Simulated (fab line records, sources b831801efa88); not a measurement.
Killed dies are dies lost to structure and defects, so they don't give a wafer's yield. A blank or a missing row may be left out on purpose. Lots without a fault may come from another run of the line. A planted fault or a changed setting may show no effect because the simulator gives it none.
Split-lot experiment | flow gf180mcu | 5 lots, 23 wafers read, on a route of 602 steps

THE SPLIT
At GF_POLY_GATE_OXIDATION_16 (stabilise 600 s, purge 300 s, target thk 4 nm), the setting temp_c was moved away from the recipe's 850 C on 15 of the 23 wafers read, by -0.9% to +0.7%. The other wafers ran this setting at the recipe's value.

The file shows no step between the split and the reading.

THE READING
POLY_GATE_OXIDATION_THK, in nm, at GF_POLY_GATE_THK_MEAS_17. Fault-free wafers of this fab line usually give 3.96 nm, standard deviation 0.049 nm.

wafer  | tool, chamber at the split | temp_c as run, C | against the recipe | POLY_GATE_OXIDATION_THK, nm | against lot-mates on the recipe
L076.1 | -, -                       | 850              | recipe             | 3.89                        | -
L076.2 | -, -                       | 850              | recipe             | 3.99                        | -
L076.3 | -, -                       | 850              | recipe             | 3.94                        | -
L076.5 | -, -                       | 850              | recipe             | 3.94                        | -
L076.6 | -, -                       | 850              | recipe             | 3.87                        | -
L078.1 | -, -                       | 846.2            | -0.4%              | 3.71                        | no lot-mate on the recipe
L078.2 | -, -                       | 846.2            | -0.4%              | 3.78                        | no lot-mate on the recipe
L078.3 | -, -                       | 846.2            | -0.4%              | 3.80                        | no lot-mate on the recipe
L078.4 | -, -                       | 846.2            | -0.4%              | 3.81                        | no lot-mate on the recipe
L078.6 | -, -                       | 846.2            | -0.4%              | 3.75                        | no lot-mate on the recipe
L080.1 | furnace-02, 0              | 850              | recipe             | 4.03                        | -
L080.3 | furnace-02, 0              | 850              | recipe             | 3.99                        | -
L080.5 | furnace-02, 0              | 850              | recipe             | 3.93                        | -
L081.1 | -, -                       | 856.2            | +0.7%              | 4.17                        | no lot-mate on the recipe
L081.2 | -, -                       | 856.2            | +0.7%              | 4.28                        | no lot-mate on the recipe
L081.3 | -, -                       | 856.2            | +0.7%              | 4.27                        | no lot-mate on the recipe
L081.4 | -, -                       | 856.2            | +0.7%              | 4.24                        | no lot-mate on the recipe
L081.6 | -, -                       | 856.2            | +0.7%              | 4.24                        | no lot-mate on the recipe
L085.1 | -, -                       | 842.7            | -0.9%              | 3.49                        | no lot-mate on the recipe
L085.2 | -, -                       | 842.7            | -0.9%              | 3.65                        | no lot-mate on the recipe
L085.3 | -, -                       | 842.7            | -0.9%              | 3.58                        | no lot-mate on the recipe
L085.5 | -, -                       | 842.7            | -0.9%              | 3.53                        | no lot-mate on the recipe
L085.6 | -, -                       | 842.7            | -0.9%              | 3.61                        | no lot-mate on the recipe

THE FIT
A straight line over all 23 wafers: POLY_GATE_OXIDATION_THK changes by +0.417 nm for each +1% of temp_c; r = +0.98; the points scatter about the line by 0.05 nm.
Too few moved wafers have a lot-mate on the recipe to fit a line with each lot's own level taken away.

THE WHOLE CHAIN: every reading that the file lists as answering this split, in the file's order
step                      | what it does                                  | reading                                                                                | change (the file's fit)               | r (the file's)
GF_POLY_GATE_OXIDATION_16 | stabilise 600 s, purge 300 s, target thk 4 nm | SiO2_of_POLY_GATE_OXIDATION_16.thk_nm (the simulator's own value, which no gauge read) | +0.424 nm for each +1% of the setting | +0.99
GF_POLY_GATE_THK_MEAS_17  |                                               | POLY_GATE_OXIDATION_THK                                                                | +0.417 for each +1% of the setting    | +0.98

THE FILE'S OWN FIT
POLY_GATE_OXIDATION_THK changes by +0.417 nm for each +1% of temp_c, r = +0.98.
